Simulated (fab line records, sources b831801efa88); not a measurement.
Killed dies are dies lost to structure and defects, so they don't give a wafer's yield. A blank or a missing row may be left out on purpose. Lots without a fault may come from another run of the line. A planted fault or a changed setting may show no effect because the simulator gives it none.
Which tool did it? | flow gf180mcu | 12 lots, 36 wafers sampled, at 4 steps of a route of 602

WHAT THE GAUGES READ, wafer by wafer
GF_V1_THK_MEAS_25: measures by xrf. Usual: V1_W_THK 363 nm, standard deviation 8.4.
lot  | measured     | on            | V1_W_THK (nm) | flag
L938 | day 18 06:48 | film_metro-04 | 379 359 356   |
L939 | day 18 10:29 | film_metro-04 | 361 355 364   |
L941 | day 19 05:29 | film_metro-02 | 363 355 365   |
L942 | day 19 12:28 | film_metro-04 | 354 358 371   |
L943 | day 19 22:32 | film_metro-02 | 369 364 359   |
L944 | day 20 12:19 | film_metro-04 | 362 362 367   |
L948 | day 22 11:23 | film_metro-01 | 360 360 359   |
L949 | day 22 15:29 | film_metro-01 | 372 348 368   |
L950 | day 23 00:37 | film_metro-02 | 364 363 359   |
L951 | day 23 07:53 | film_metro-01 | 358 357 363   |
L960 | day 25 19:38 | film_metro-02 | 358 371 375   |
L961 | day 26 07:16 | film_metro-02 | 367 367 364   |

GF_V2_THK_MEAS_01. Usual: V2_CVD_00_THK 603 nm, standard deviation 6.3.
lot  | measured     | on            | V2_CVD_00_THK (nm)      | flag
L938 | day 19 08:23 | film_metro-02 | 598 599 588             |
L939 | day 19 12:16 | film_metro-02 | 598 601 609             |
L941 | day 20 06:37 | film_metro-02 | 589 596 595             |
L942 | day 20 14:44 | film_metro-01 | 608 600 605             |
L943 | day 21 00:36 | film_metro-03 | 607 594 590             |
L944 | day 21 13:29 | film_metro-02 | 599 601 591             |
L948 | day 23 11:32 | film_metro-03 | 602 606 601             |
L949 | day 23 15:56 | film_metro-02 | 602 603 606             |
L950 | day 24 00:23 | film_metro-02 | 601 606 603             |
L951 | day 24 07:50 | film_metro-03 | 601 599 601             |
L960 | day 26 18:01 | film_metro-02 | 608 601 722 608 601 723 | OFF
L961 | day 27 04:30 | film_metro-03 | 609 722 602 609 721 602 | OFF

GF_V2_CD_MEAS_14: target cd 260 nm. Usual: cd_nm 259.7 nm, standard deviation 0.95.
lot  | measured     | on        | cd_nm (nm)        | flag
L938 | day 20 09:28 | cd_sem-01 | 260.6 259.4 259.3 |
L939 | day 20 12:52 | cd_sem-01 | 259.3 259.5 259.2 |
L941 | day 21 06:34 | cd_sem-02 | 259.4 258.4 258.6 |
L942 | day 21 15:13 | cd_sem-02 | 259.6 258.2 258.9 |
L943 | day 22 00:50 | cd_sem-02 | 260.8 260.6 260.6 |
L944 | day 22 13:58 | cd_sem-02 | 259.8 258.9 261.3 |
L948 | day 24 09:47 | cd_sem-02 | 260.0 259.8 259.5 |
L949 | day 24 14:29 | cd_sem-02 | 258.8 260.0 259.5 |
L950 | day 24 23:16 | cd_sem-01 | 259.6 260.7 259.9 |
L951 | day 25 06:04 | cd_sem-02 | 260.9 261.0 260.9 |
L960 | day 27 13:53 | cd_sem-02 | 260.2 260.7 259.7 |
L961 | day 28 01:11 | cd_sem-02 | 260.1 259.4 259.3 |

WHICH TOOL RAN EACH LOT (tool, then ch and the chambers of the sampled wafers, then the start)
lot  | GF_V2_CVD_00
L938 | hdpcvd-01 ch 0,2, day 19 08:19
L939 | hdpcvd-01 ch 0,1, day 19 12:10
L941 | hdpcvd-02 ch 0,2, day 20 06:31
L942 | hdpcvd-01 ch 0,1,2, day 20 14:40
L943 | hdpcvd-02 ch 0,1,2, day 21 00:32
L944 | hdpcvd-01 ch 0,1,2, day 21 13:25
L948 | hdpcvd-02 ch 0,1, day 23 11:28
L949 | hdpcvd-02 ch 0,2, day 23 15:49
L950 | hdpcvd-02 ch 0,1, day 24 00:19
L951 | hdpcvd-01 ch 2, day 24 07:43
L960 | hdpcvd-02 ch 1,2, day 26 17:56
L961 | hdpcvd-02 ch 1,2, day 27 04:25
- GF_V2_CVD_00: deposits SiO2, target thk 600 nm, time 100 s.

WHAT THE TOOLS THEMSELVES READ (means of the sampled wafers that have a number; where no wafer has one, the mark that the record gives instead)
GF_V2_CVD_00. Usual: pressure_mtorr 6.002 mTorr, standard deviation 0.012; sih4_flow_sccm 59.98 sccm, standard deviation 0.16.
lot  | tool      | pressure_mtorr (mTorr) | sih4_flow_sccm (sccm) | flag
L938 | hdpcvd-01 | 6.000                  | 59.94                 |
L939 | hdpcvd-01 | 6.001                  | 60.15                 |
L941 | hdpcvd-02 | 6.004                  | 59.88                 |
L942 | hdpcvd-01 | 6.011                  | 59.96                 |
L943 | hdpcvd-02 | 6.005                  | 59.99                 |
L944 | hdpcvd-01 | 6.003                  | 60.10                 |
L948 | hdpcvd-02 | 5.992                  | 60.00                 |
L949 | hdpcvd-02 | 5.995                  | 60.00                 |
L950 | hdpcvd-02 | 5.994                  | 60.16                 |
L951 | hdpcvd-01 | 6.005                  | 59.99                 |
L960 | hdpcvd-02 | 6.008                  | 63.99                 | OFF
L961 | hdpcvd-02 | 6.001                  | 64.01                 | OFF

THE ANSWER, worked out from the rows above alone
Rule: a lot is off if the mean of its wafers that have a number lies more than 3 standard deviations from the usual mean. A lot without any number at a reading at which 4 lots or more have one is off too. The other lots that the step has rows for count as sound. The gauges are gone through in route order, then the tools' own readings, and for those a lot's mean is taken as printed above. The first step at which some lot is off is used, and at that step the reading that is off furthest; a lot without a number counts as furthest.
Off: L960, L961, at GF_V2_THK_MEAS_01 (V2_CVD_00_THK).
A tool fits if, at a process step before that reading, it ran every lot that is off, and no sound lot after the first of them. The gauges at GF_V2_THK_MEAS_01 aren't tried: what is off there is off at GF_V2_CVD_00 too, on other tools, and a gauge's error can't cause that. One fits: hdpcvd-02 at GF_V2_CVD_00. Its last sound lot is L950 (day 24 00:19), its first lot that is off L960 (day 26 17:56): a fault that began between those two fits.
The tool's own readings at GF_V2_CVD_00 bear it out: on the lots that are off they differ by more than 5 times the standard deviation of the sound lots' means. sih4_flow_sccm reads 64.00 sccm there against 60.02 sccm on the sound lots.

WHAT THE SIMULATOR HAD PUT IN
Process parameter drift: hdpcvd-02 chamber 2, from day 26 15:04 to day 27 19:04, at GF_V2_CVD_00. Setting sih4_flow_sccm, moved by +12, from 60. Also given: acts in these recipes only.
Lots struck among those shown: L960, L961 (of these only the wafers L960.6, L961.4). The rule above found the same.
